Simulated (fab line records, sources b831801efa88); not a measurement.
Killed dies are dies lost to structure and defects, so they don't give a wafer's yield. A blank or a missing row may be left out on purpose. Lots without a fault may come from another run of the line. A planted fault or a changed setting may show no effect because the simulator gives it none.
Chamber matching | flow sky130 | SKY_FIELD_ISO_CMP_27 on cmp-01: 4 sister chambers
The step polishes, stops on Si3N4, t overpolish 16 s, target thk 457.8 nm. 4 wafers are shown with their chamber, then 8 later ones without.

WAFERS WITH THEIR CHAMBER
wafer  | chamber | motor_current_A (A)
L229.1 | 3       | 11.7
L230.3 | 2       | 10.3
L230.6 | 0       | 14.3
L234.2 | 1       | 12.9

WAFERS WITHOUT THEIR CHAMBER
wafer  | motor_current_A (A)
L234.5 | 13.6
L234.6 | 12.5
L238.1 | 11.1
L238.3 | 14.0
L238.6 | 12.1
L240.1 | 10.2
L240.4 | 11.8
L240.6 | 10.7

WHICH CHAMBER EACH WENT THROUGH
wafer  | from the rows above     | in truth
L234.5 | can't be placed: 1 or 0 | 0
L234.6 | can't be placed: 1 or 3 | 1
L238.1 | can't be placed: 3 or 2 | 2
L238.3 | can't be placed: 0 or 1 | 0
L238.6 | can't be placed: 3 or 1 | 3
L240.1 | 2                       | 2
L240.4 | 3                       | 3
L240.6 | can't be placed: 2 or 3 | 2
Placed correctly: 2 of 8. Can't be placed from these rows: 6 (the true chamber is among the candidates in 6). Placed wrongly: 0.
How it was worked out, from the rows above alone: a wafer's distance from a chamber is the root of the sum, over the readings, of the square of ((its reading less the chamber's mean) divided by the reading's scatter). The wafer belongs to the nearest chamber; if the next one is less than 2 further off, it can't be placed. A chamber's mean is the mean of its shown wafers. The scatter: with one shown wafer a chamber, the root of the mean of the squares of how far each hidden wafer lies from its nearest shown one.
